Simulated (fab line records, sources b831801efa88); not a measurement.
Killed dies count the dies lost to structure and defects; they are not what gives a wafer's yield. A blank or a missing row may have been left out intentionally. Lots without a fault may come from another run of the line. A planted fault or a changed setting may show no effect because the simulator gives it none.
A lot that was struck, set against a sound lot :: flow gf180mcu :: 44 out of 602 route steps
Sound: these wafers, L565.1, L565.2, L565.6. Struck: wafer L572.6. (L572.3, L572.4 of the same lot were not struck and are left out.) The cause comes at the end.
Order at every step that has rows: each side's tool, ch and its chambers, its first start. Under that, the readings that differ: sound wafers :: struck wafers :: difference of the means :: sigmas: that difference in standard deviations of wafers without a fault.
alike: readings whose means differ by less than 2 such deviations, and words and numbers that are the same on both sides. not compared: withheld readings, readings that some wafer has no value for, bounds like >300 that may hide the same value, and numbers for which the record gives no deviation and whose values overlap.
The two part at a step that has a row with sigmas, a row that says differs or no value, or rows on one side only. Numbers that don't overlap but have no deviation are shown without sigmas and don't part them. A reading that every wafer of one side lacks parts them only if that side has two wafers or more.

first, 4 steps without rows for these wafers: GF_V4_CLEAN_20 (cleans in DIW); GF_V4_SPUTTER_21 (material Ti, target thk 15 nm, time 80.02 s); GF_V4_SPUTTER_22 (material TiN, target thk 10 nm, time 40 s); GF_V4_CVD_23 (deposits W, target thk 350 nm, time 104.9 s).
GF_V4_RS_MEAS_24: measurement is done with a four-point probe.
  sound on film_metro-02 at day 27 00:34; struck on film_metro-02 at day 29 02:39
  alike: V4_W_RS
GF_V4_THK_MEAS_25: measures by xrf.
  sound on film_metro-02 at day 27 00:41; struck on film_metro-02 at day 29 02:45
  alike: V4_W_THK
then, 2 steps without rows for these wafers: GF_V4_CMP_26 (polishes, stops on SiO2, t overpolish 15 s, target thk 0 nm); GF_MIM_SPUTTER_00 (material Ti, target thk 37.5 nm, time 150 s).
GF_MIM_SPUTTER_01: material TiN, target thk 30 nm, time 25 s.
  sound on pvd_sputter-01 at day 27 01:08; struck on pvd_sputter-01 at day 29 03:11
  alike: cathode_dc_power_W, throttle_valve_pct
then, 1 step without rows for these wafers: GF_MIM_SPUTTER_02 (material AlCu, target thk 450 nm, time 23.9 s).
GF_MIM_SPUTTER_03: material Ti, target thk 10 nm, time 6.7 s.
  sound on pvd_sputter-01 at day 27 01:12; struck on pvd_sputter-01 at day 29 03:15
  alike: cathode_dc_power_W, substrate_temp_c, throttle_valve_pct
then, 1 step without rows for these wafers: GF_MIM_SPUTTER_04 (material TiN, target thk 50 nm, time 41.7 s).
GF_MIM_CVD_05: deposits Si3N4, target thk 42 nm, time 29.086 s.
  sound on pecvd-01 ch 0,1, day 27 01:16; struck on pecvd-01 ch 2, day 29 03:19
reading: heater_power_w (W)
sound: 688 505 510
struck: 806
difference: +238
sigmas: +2

reading: model.Si3N4_of_MIM_CVD_05.thk_nm (nm)
sound: 42.26 41.8 42.4
struck: 40.96
difference: -1.19
sigmas: 
GF_MIM_THK_MEAS_06:
  sound on film_metro-03 at day 27 01:17; struck on film_metro-04 at day 29 03:22
  alike: MIM_CVD_05_THK
GF_MIM_SPUTTER_07: material TiN, target thk 60 nm, time 50 s.
  sound on pvd_sputter-03 at day 27 01:21; struck on pvd_sputter-03 at day 29 03:24
  alike: cathode_dc_power_W, throttle_valve_pct
then, 2 steps without rows for these wafers: GF_MIM_SPUTTER_08 (material AlCu, target thk 200 nm, time 10.6 s); GF_MIM_SPUTTER_09 (material TiN, target thk 35 nm, time 29.2 s).
GF_MIM_RS_MEAS_10: measurement is done with a four-point probe.
  sound on film_metro-04 at day 27 01:27; struck on film_metro-01 at day 29 03:32
  alike: MIM_ALCU_RS
GF_MIM_THK_MEAS_11: measures by xrf.
  sound on film_metro-04 at day 27 01:34; struck on film_metro-01 at day 29 03:38
  alike: MIM_ALCU_THK
then, 8 steps without rows for these wafers: GF_MIM_DEHYDRATE_12 (time 60 s); GF_MIM_HMDS_13 (prime time 60 s); GF_MIM_COAT_14 (resist thk 1000 nm); GF_MIM_SOFTBAKE_15 (time 60 s); GF_MIM_EXPOSE_16 (exposes mask FuseTop, target cd 2000 nm); GF_MIM_PEB_17; GF_MIM_DEVELOP_18 (develop time 60 s); GF_MIM_METAL_ETCH_19 (etches the open film in Cl2/BCl3, stops on Si3N4, target depth 324.5 nm, time 54.1 s).
GF_MIM_STRIP_20: strips in O2/N2.
  sound on plasma_asher-01 ch 0,1, day 27 21:20; struck on plasma_asher-02 ch 0, day 29 22:07
  alike: drypump_motor_current_A, heater_power_w, oes_product_au, strip_time_to_endpoint_s
  not compared: rf_hours_counter_h
then, 9 steps without rows for these wafers: GF_MIM_STRIP_21 (strips in post etch residue remover, time 1200 s); GF_MIM_CLEAN_22 (cleans in DIW); GF_M5_DEHYDRATE_00 (time 60 s); GF_M5_HMDS_01 (prime time 60 s); GF_M5_COAT_02 (resist thk 1000 nm); GF_M5_SOFTBAKE_03 (time 60 s); GF_M5_EXPOSE_04 (exposes mask Metal5, target cd 280 nm); GF_M5_PEB_05 (peb time 90 s); GF_M5_DEVELOP_06 (develop time 60 s).
GF_M5_CD_MEAS_07: the cd target is 280 nm.
  sound on cd_sem-01 at day 28 17:35; struck on cd_sem-02 at day 30 16:23
  alike: cd_nm
GF_M5_OVL_MEAS_08:
  sound on overlay-02 at day 28 17:43; struck on overlay-01 at day 30 16:29
  alike: M5_OVL
then, 2 steps without rows for these wafers: GF_M5_ETCH_09 (etches Si3N4 in CF4/O2, target depth 52 nm, time 11.6 s); GF_M5_METAL_ETCH_10 (etches the open film in Cl2/BCl3, stops on SiO2, target depth 627.5 nm, time 104.6 s).
GF_M5_STRIP_11: strips in O2/N2.
  sound on plasma_asher-02 ch 0,1, day 28 17:55; struck on plasma_asher-02 ch 0, day 30 16:40
reading: oes_product_au (a.u.)
sound: 0.545 0.537 0.544
struck: 0.553
difference: +0.011
sigmas: +2
  alike: drypump_motor_current_A, heater_power_w, strip_time_to_endpoint_s
  not compared: rf_hours_counter_h
GF_M5_STRIP_12: strips in post etch residue remover, time 1200 s.
  sound on wet_bench-02 ch 0, day 28 18:01; struck on wet_bench-02 ch 3, day 30 16:44
reading: model.Si3N4_of_MIM_CVD_05.thk_nm (nm)
sound: 41.53 41.08 41.67
struck: 40.25
difference: -1.18
sigmas: 
-- the record jumps here: 2 days lie between the struck wafers' starts before and after (it left off in module M5 and takes up again in module PASSIVATION, whose first step shown is number 602 of the route) --
GF_PASSIVATION_PROBE_99:
  record: rows for the struck wafers here (prober-01, day 33 02:08), none for the sound ones

## WHERE THEY PART
Earliest at GF_MIM_CVD_05; latest, in this record, at GF_PASSIVATION_PROBE_99.

WHY: what had been put in by the simulator
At GF_MIM_CVD_05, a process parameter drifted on pecvd-01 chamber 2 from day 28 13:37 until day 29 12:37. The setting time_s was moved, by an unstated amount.
